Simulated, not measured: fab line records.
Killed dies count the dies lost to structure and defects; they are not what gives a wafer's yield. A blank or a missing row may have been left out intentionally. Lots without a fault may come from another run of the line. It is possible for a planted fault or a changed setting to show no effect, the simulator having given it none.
Matching of chambers    flow gf180mcu    GF_STI_CMP_25 on cmp-02: 4 sister chambers
The step polishes, stops on Si3N4, t overpolish 33 s, target thk 524.6 nm. 4 wafers are shown with their chamber, then 8 later ones without.

== WAFERS WITH THEIR CHAMBER ==
wafer   chamber  motor current A (A)
L825.6  0        12.4
L828.3  3        12.6
L828.5  1        11.6
L833.1  2        11.8

== WAFERS WITH NO CHAMBER GIVEN ==
wafer   motor current A (A)
L833.5  12.9
L833.6  12.0
L835.3  12.5
L835.5  12.1
L835.6  12.7
L842.3  12.5
L842.4  11.3
L842.5  12.5

== CHAMBER TAKEN BY EACH ==
wafer   from the rows above                in truth
L833.5  can't be placed: 3 or 0            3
L833.6  can't be placed: 2 or 0 or 1 or 3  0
L835.3  can't be placed: 0 or 3            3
L835.5  can't be placed: 2 or 0 or 1 or 3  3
L835.6  can't be placed: 3 or 0            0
L842.3  can't be placed: 0 or 3            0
L842.4  can't be placed: 1 or 2            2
L842.5  can't be placed: 0 or 3            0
Correct placement for 0 of the 8. Unplaceable from these rows: 8, with the true chamber sitting among the candidates in 8. 0 placed wrongly.
How it was worked out, from the rows above alone: a wafer's distance from a chamber is the root of the sum, over the readings, of the square of ((its reading less the chamber's mean) divided by the reading's scatter). The wafer belongs to the nearest chamber; if the next one is less than 2 further off, it can't be placed. Each chamber's mean is taken over the wafers shown for it. The scatter: root of mean squared gap, hidden wafer to nearest shown wafer, with one shown wafer a chamber.
